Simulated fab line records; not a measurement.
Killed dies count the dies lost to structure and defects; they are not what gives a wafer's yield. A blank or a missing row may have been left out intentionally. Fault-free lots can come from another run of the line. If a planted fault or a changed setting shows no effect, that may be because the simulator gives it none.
Which of the tools did it?	flow gf180mcu	Sampling: 10 lots, 30 wafers, 5 of 602 route steps

WHAT EACH GAUGE READ, for each wafer
GF_VT_IMPLANT_TW_MEAS_32.
lot	measured	on	VT_IMPLANT_3_TW
L546	day 6 23:43	film metro-04	269.3 268.2 268.2
L547	day 7 04:15	film metro-01	268.2 265.9 266.8
L548	day 7 10:10	film metro-03	266.5 266.6 267.4
L549	day 7 13:50	film metro-03	265.5 265.0 265.0
L550	day 7 23:01	film metro-03	266.9 266.4 266.9
L551	day 8 06:26	film metro-01	266.7 267.2 265.1
L552	day 8 12:22	film metro-04	270.2 270.3 269.9
L553	day 8 17:46	film metro-03	265.2 263.1 265.3
L562	day 11 11:18	film metro-03	515.6 516.5 519.5
L563	day 11 16:44	film metro-03	516.3 516.5 517.3

GF_V4_BOW_MEAS_05.
lot	measured	on	V4_BOW (um)
L546	day 23 08:53	film metro-04	140 140 140
L547	day 23 18:36	film metro-01	138 136 141
L548	day 24 04:41	film metro-02	127 142 125
L549	day 24 05:53	film metro-01	134 133 115
L550	day 24 18:48	film metro-02	145 146 133
L551	day 25 06:50	film metro-04	134 150 147
L552	day 25 13:33	film metro-04	135 124 140
L553	day 25 19:11	film metro-01	132 120 129

EACH LOT AND THE TOOL THAT RAN IT (in order: tool; ch and the chambers of the sampled wafers; start)
lot	GF_VT_IMPLANT_IMPLANT_30	GF_CONTACT_SPUTTER_22	GF_V3_CMP_04
L546	implanter-03 ch 0, day 6 23:29	pvd sputter-03, day 16 02:51	cmp-01 ch 0,1,2, day 21 06:39
L547	implanter-03 ch 0, day 7 04:01	pvd sputter-02, day 16 09:22	cmp-02 ch 2,3, day 21 17:26
L548	implanter-02 ch 0, day 7 09:58	pvd sputter-03, day 16 20:09	cmp-02 ch 2,3, day 22 03:20
L549	implanter-02 ch 0, day 7 13:37	pvd sputter-03, day 16 21:59	cmp-01 ch 0,2, day 22 05:41
L550	implanter-03 ch 0, day 7 22:46	pvd sputter-02, day 17 10:06	cmp-02 ch 0,1,2, day 22 18:52
L551	implanter-03 ch 0, day 8 06:11	pvd sputter-02, day 18 00:49	cmp-02 ch 1,2,3, day 23 07:34
L552	implanter-02 ch 0, day 8 12:08	pvd sputter-04, day 18 08:38	cmp-01 ch 0,1, day 23 13:56
L553	implanter-02 ch 0, day 8 17:31	pvd sputter-02, day 18 14:52	cmp-02 ch 0,3, day 23 20:23
L562	implanter-03 ch 0, day 11 11:04	-	-
L563	implanter-03 ch 0, day 11 16:29	-	-
- GF_VT_IMPLANT_IMPLANT_30
- GF_CONTACT_SPUTTER_22: material Ti, target thk 15 nm, time 80.02 s.
- GF_V3_CMP_04: polishes SiO2.

AS READ BY THE TOOLS THEMSELVES (means over the sampled wafers that have a number; for cases with no such wafer, the mark the record gives instead)
GF_CONTACT_SPUTTER_22.
lot	tool	substrate temp c (C)	throttle valve pct (%)
L546	pvd sputter-03	199.95	29.1
L547	pvd sputter-02	199.96	30.3
L548	pvd sputter-03	199.78	30.3
L549	pvd sputter-03	200.15	29.9
L550	pvd sputter-02	199.95	30.4
L551	pvd sputter-02	199.90	30.4
L552	pvd sputter-04	199.86	30.1
L553	pvd sputter-02	200.06	30.9

GF_V3_CMP_04.
lot	tool	motor current A (A)	platen rpm (rpm)	time to endpoint s (s)
L546	cmp-01	12.7	60.01	85
L547	cmp-02	11.7	60.01	90
L548	cmp-02	11.4	60.00	92
L549	cmp-01	13.2	59.99	88
L550	cmp-02	11.6	59.99	82
L551	cmp-02	11.3	60.00	93
L552	cmp-01	12.4	59.98	88
L553	cmp-02	11.5	60.01	88

THE ANSWER, worked out from the rows above alone
Rule: the lots themselves supply what counts as usual. The widest of any qualifying gaps counts: lots, ordered by their means at a reading, are off when they make up no more than a third of the lots, leave a main group of 4 or more, and stand apart from it by 3 or more times the standard deviation of that group's means. Not used: any main group whose means are identical at the precision the tables above print for the reading. Also off: a lot with no number at a reading for which 4 or more lots have one. Any other lot the step has rows for is counted as sound. After the gauges, taken in route order, come the tools' own readings; for these a lot's mean is taken, as printed above. At the first step where some lot is off, the reading lying furthest off is the one used; lots without a number count as furthest.
Off: L562, L563, at GF_VT_IMPLANT_TW_MEAS_32 (VT_IMPLANT_3_TW). Mean 266.9 and standard deviation 1.7 in the main group.
A tool fits if, at a process step before that reading, it ran every lot that is off, and no sound lot after the first of them. Gauges at GF_VT_IMPLANT_TW_MEAS_32: tried the same way as those tools. This does not decide it: 2 tools fit, namely implanter-03 at GF_VT_IMPLANT_IMPLANT_30 and film metro-03 at GF_VT_IMPLANT_TW_MEAS_32.

WHAT THE SIMULATOR HAD PUT IN
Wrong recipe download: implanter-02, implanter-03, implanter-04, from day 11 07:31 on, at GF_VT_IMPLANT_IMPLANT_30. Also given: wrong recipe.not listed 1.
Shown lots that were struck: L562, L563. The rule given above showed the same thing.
